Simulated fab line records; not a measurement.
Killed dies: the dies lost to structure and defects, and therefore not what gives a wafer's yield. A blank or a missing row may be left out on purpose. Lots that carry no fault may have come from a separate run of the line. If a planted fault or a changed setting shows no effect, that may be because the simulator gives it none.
Which tool is to blame? | flow sky130 | 12 lots with 36 wafers sampled at 2 steps, on a route of 708 steps

== WHAT THE GAUGES READ, wafer by wafer ==
SKY_VIA1_CD_MEAS_12: the cd target is 150 nm.
lot  | measured     | on        | cd nm (nm)
L363 | day 33 10:56 | cd sem-01 | 149.3 151.2 149.4
L364 | day 34 17:11 | cd sem-01 | 149.7 149.4 149.1
L366 | day 35 04:26 | cd sem-02 | 150.8 150.7 150.9
L368 | day 35 14:37 | cd sem-02 | 151.6 149.0 149.8
L370 | day 35 21:13 | cd sem-01 | 152.5 151.6 153.6
L371 | day 36 05:47 | cd sem-02 | 151.0 151.5 149.8
L372 | day 36 10:50 | cd sem-02 | 149.3 148.7 149.7
L373 | day 37 06:20 | cd sem-02 | 152.9 150.0 151.2
L379 | day 39 05:35 | cd sem-01 | 151.9 152.2 155.1
L382 | day 39 20:05 | cd sem-02 | 150.0 148.2 150.7
L384 | day 40 11:26 | cd sem-01 | 151.0 149.8 149.8
L386 | day 41 00:04 | cd sem-02 | 151.5 149.8 150.3

== WHICH TOOL RAN EACH LOT (tool, then ch and the chambers of the sampled wafers, then the start) ==
lot  | SKY_VIA1_CMP_02
L363 | cmp-01 ch 0,2, day 32 07:59
L364 | cmp-01 ch 0,1, day 33 16:30
L366 | cmp-01 ch 0,2,3, day 34 04:50
L368 | cmp-01 ch 0,1,2, day 34 15:05
L370 | cmp-01 ch 0,1,2, day 34 22:43
L371 | cmp-02 ch 0,2, day 35 05:08
L372 | cmp-02 ch 0,2,3, day 35 09:56
L373 | cmp-01 ch 0,2, day 36 05:17
L379 | cmp-01 ch 0,2,3, day 38 03:59
L382 | cmp-01 ch 0,3, day 38 18:35
L384 | cmp-02 ch 1,2,3, day 39 10:32
L386 | cmp-01 ch 1,2,3, day 40 00:01
- SKY_VIA1_CMP_02: polishes SiO2.

== WHAT THE TOOLS THEMSELVES READ (means of the sampled wafers that have a number; where no wafer has one, the mark that the record gives instead) ==
SKY_VIA1_CMP_02.
lot  | tool   | motor current A (A)
L363 | cmp-01 | 13.1
L364 | cmp-01 | 12.8
L366 | cmp-01 | 12.2
L368 | cmp-01 | 12.9
L370 | cmp-01 | 12.6
L371 | cmp-02 | 11.1
L372 | cmp-02 | 11.4
L373 | cmp-01 | 13.1
L379 | cmp-01 | 12.3
L382 | cmp-01 | 11.4
L384 | cmp-02 | 12.2
L386 | cmp-01 | 12.8

== THE ANSWER, worked out from the rows above alone ==
Rule: usual is defined by the lots themselves. Put in order of their means at a reading, lots are off if they are a third of the lots or fewer, leave a main group of 4 or more, and stand apart from it by a gap of 3 or more times the standard deviation of the main group's means; of several such gaps the widest counts. A main group whose means are all the same, to the digits that the tables above print for the reading, isn't used. A lot without any number at a reading at which 4 lots or more have one is off too. Any other lot the step has rows for is counted as sound. After the gauges, taken in route order, come the tools' own readings; for these a lot's mean is taken, as printed above. At the first step where some lot is off, the reading lying furthest off is the one used; lots without a number count as furthest.
Nothing can be told from this: no lot is off at any reading shown.

== WHAT WAS PUT IN BY THE SIMULATOR ==
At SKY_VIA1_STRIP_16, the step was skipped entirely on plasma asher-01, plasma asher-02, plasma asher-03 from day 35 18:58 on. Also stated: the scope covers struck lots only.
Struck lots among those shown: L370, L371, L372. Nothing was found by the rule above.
